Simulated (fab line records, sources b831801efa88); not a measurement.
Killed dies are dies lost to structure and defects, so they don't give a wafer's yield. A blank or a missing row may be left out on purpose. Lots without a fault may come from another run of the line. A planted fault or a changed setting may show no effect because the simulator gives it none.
Problem report in the 8D (eight disciplines) form, filled by code | flow sfq_line | the parts of the form that need people (team, actions taken, sign-off) are left out

1. THE PROBLEM
thk_nm at SFQ_TRILAYER_I2_METRO_MEASURE_065 reads a mean of 219.9 nm on 2 wafers of 2 lots; wafers without a fault read 200.4 nm with a standard deviation of 0.89. That is +22 standard deviations from the usual mean.
First seen on wafer L520.5, day 43 06:17, on film_metro-04. The record holds 42 wafers of 14 lots with a number at this step. Rule for "out", or "out of limits": more than 4 standard deviations from the usual mean. The other wafers with a number count as sound.

2. WHAT IT IS AND WHAT IT IS NOT
question                    | is                | is not
which readings at this step | thk_nm            | -
which lots                  | L520, L521        | L507, L508, L509, L510, L511, L512, L513, L516, L527, L528, L529, L530
which wafers of those lots  | L520.5, L521.5    | L520.4, L520.6, L521.2, L521.6
read on which tools         | film_metro-04     | film_metro-01, film_metro-03
when                        | from day 43 06:17 | up to then (26 sound wafers); but 14 sound wafers of L521, L527, L528, L529, L530 came after

3. SUSPECTS, AND WHAT RULES EACH OUT
Counting: a tool at a process step up to the reading stays a suspect if it ran every lot that is out. Sound lots after the first of them don't rule it out here, since some wafers of a struck lot are sound.
- cmp-02 at SFQ_TRILAYER_I2_CMP_CMP_064 (polishes SiO2): kept. It ran every lot that is out, first L520 (day 43 02:34); its last sound lot up to then is L513 (day 39 04:23).
- film_metro-04 at SFQ_TRILAYER_I2_METRO_MEASURE_065: kept. It ran every lot that is out, first L520 (day 43 06:17); its last sound lot up to then is L509 (day 38 04:13). Its own readings are out on those wafers: thk_nm.
- Within cmp-02 at SFQ_TRILAYER_I2_CMP_CMP_064: the wafers that are out ran in chamber 2; their sound lot-mates ran in chambers 0, 1, 3.
Left after counting: cmp-02 at SFQ_TRILAYER_I2_CMP_CMP_064, film_metro-04 at SFQ_TRILAYER_I2_METRO_MEASURE_065.

4. THE CAUSE (what the simulator had put in)
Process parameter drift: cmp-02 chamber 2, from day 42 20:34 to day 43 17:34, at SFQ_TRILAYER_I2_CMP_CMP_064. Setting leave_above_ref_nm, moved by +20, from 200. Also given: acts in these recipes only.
Counting left 2 suspects, and this tool is among them.

5. THE CHAIN OF EFFECTS, in route order
Each row: a reading whose mean over the struck wafers that have a number lies more than 3 standard deviations from the usual. Only readings for which the record gives a usual standard deviation are gone through. hours: the time from each lot's start at the first step in this table that gives one to its start at this step, as a median over the lots. sigmas: the change in usual standard deviations.
hours | step                                  | reading        | usual      | on struck wafers | change | sigmas
0     | SFQ_TRILAYER_I2_METRO_MEASURE_065     | thk_nm         | 200.4 nm   | 219.9            | +19.5  | +22
6     | SFQ_TRILAYER_I2_VIA_ETCH_VIA_ETCH_070 | oes_product_au | 0.855 a.u. | 0.903            | +0.048 | +10
The process steps in it:
- SFQ_TRILAYER_I2_METRO_MEASURE_065
- SFQ_TRILAYER_I2_VIA_ETCH_VIA_ETCH_070: etches SiO2 in CHF3, stops on Nb, target depth 260 nm.

6. WHAT WOULD HAVE CAUGHT IT SOONER
In this record the first reading out of limits was taken at day 43 06:17, 10 hours after the fault began at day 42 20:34.
Of the tool readings at SFQ_TRILAYER_I2_CMP_CMP_064 for which the record gives a usual standard deviation, none was out on any struck wafer, so an alarm limit of 4 standard deviations on them would not have fired.
Of the lots that are out (2), L521 began SFQ_TRILAYER_I2_CMP_CMP_064 on cmp-02 after day 43 06:17. A hold on the tool at that time would have spared it.
